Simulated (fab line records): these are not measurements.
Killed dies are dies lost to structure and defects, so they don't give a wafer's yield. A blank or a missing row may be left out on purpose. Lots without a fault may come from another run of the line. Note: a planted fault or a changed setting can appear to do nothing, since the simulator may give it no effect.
A lot that was struck, set against a sound lot ; flow sky130 ; 19 out of 708 route steps
Sound: the wafers L218.2, L218.5, L218.6. Wafers struck: L224.2, L224.3, L224.5. Last of all comes the cause.
Order at every step that has rows: each side's tool, ch and its chambers, its first start. Under that, the readings that differ: sound wafers ; struck wafers ; difference of the means ; sigmas: that difference in standard deviations of wafers without a fault.
alike: readings with means less than 2 such deviations apart, plus words and numbers identical on both sides. not compared: withheld readings, readings lacking a value on some wafer, bounds such as >300 that could conceal the same value, and numbers that have no deviation in the record and whose values overlap.
A row with sigmas, a row that says differs or no value, or rows on one side alone: a step with any of these is where the two part. When numbers do not overlap yet have no deviation, they are printed without sigmas and do not part them. Lack of a reading on every wafer of one side parts them only where that side has two or more wafers.

first, 4 steps without rows for these wafers: SKY_METAL2_STRIP_21 (strips in post etch residue remover, time 1200 s); SKY_METAL2_CLEAN_22 (cleans in IPA, time 180 s); SKY_METAL2_CLEAN_23 (cleans in O3/DIW); SKY_VIA2_HDPCVD_00 (deposits SiO2, target thk 1180 nm, time 196.7 s).
SKY_VIA2_THK_MEAS_01:
  sound on film metro-02, day 36 12:00; struck on film metro-02, day 38 19:01
  alike: VIA2_HDPCVD_THK
SKY_VIA2_CMP_02: polishes SiO2.
  sound on cmp-01 ch 0,3, day 36 12:06; struck on cmp-02 ch 0,1,3, day 38 19:07
  alike: edge zone pressure frac, motor current A
SKY_VIA2_BOW_MEAS_03:
  sound on film metro-04, day 36 12:22; struck on film metro-04, day 38 19:23
  alike: VIA2_BOW
then, 5 steps without rows for these wafers: SKY_VIA2_DEHYDRATE_04 (time 60 s); SKY_VIA2_HMDS_05 (prime time 60 s); SKY_VIA2_COAT_06 (resist thk 60 nm); SKY_VIA2_COAT_07 (resist thk 450 nm); SKY_VIA2_SOFTBAKE_08 (time 90 s).
SKY_VIA2_EXPOSE_09: exposes mask VIM2, target cd 200 nm.
  sound on krf scanner-01 ch 0, day 37 00:59; struck on krf scanner-01 ch 0, day 39 07:01
reading;sound;struck;difference;sigmas
model.VIA2.overlay x nm (nm);-1.228 -1.228 -1.228;50.37 50.37 50.37;+51.60;
  alike: mask
then, 2 steps without rows for these wafers: SKY_VIA2_PEB_10; SKY_VIA2_DEVELOP_11 (develop time 60 s).
SKY_VIA2_CD_MEAS_12: target cd 200 nm.
  sound on cd sem-01, day 37 14:03; struck on cd sem-02, day 39 19:36
  alike: cd nm
SKY_VIA2_OVL_MEAS_13:
  sound on overlay-02, day 37 14:10; struck on overlay-02, day 39 19:43
reading;sound;struck;difference;sigmas
VIA2_OVL (nm);-1 -2 3;50 40 50;+47;+8
SKY_VIA2_ETCH_14: etches BARC in N2/H2, stops on SiO2, time 45.9 s, target depth 60 nm.
  sound on rie diel-03 ch 0,2,3, day 37 14:11; struck on rie diel-03 ch 0,2,3, day 39 19:44
  alike: drypump motor current A, oes product au, rf fwd power W, throttle valve pct
  not compared: rf hours counter h
-- the record jumps here: 9 days lie between the struck wafers' starts before and after (it left off in module VIA2 and takes up again in module PAD_OPEN, whose first step shown is number 708 of the route) --
SKY_PAD_OPEN_PROBE_99:
  sound on prober-01, day 46 18:20; struck on prober-02, day 48 15:41
  alike: defect limited yield, killed_at_M0_to_M3, killed_at_M4_up, killed at contacts, killed at front end, killed at other, killed dies, killed open, killed short, sort_bin_3_pad_short, sort_bin_5_function, sort_bin_6_memory, sort n pass, sort yield pct

== WHERE THEY PART ==
At SKY_VIA2_OVL_MEAS_13 and nowhere else, as far as this record goes. Later steps at which nothing parts them and some readings are alike: SKY_VIA2_ETCH_14, SKY_PAD_OPEN_PROBE_99.

WHY: what had been put in by the simulator
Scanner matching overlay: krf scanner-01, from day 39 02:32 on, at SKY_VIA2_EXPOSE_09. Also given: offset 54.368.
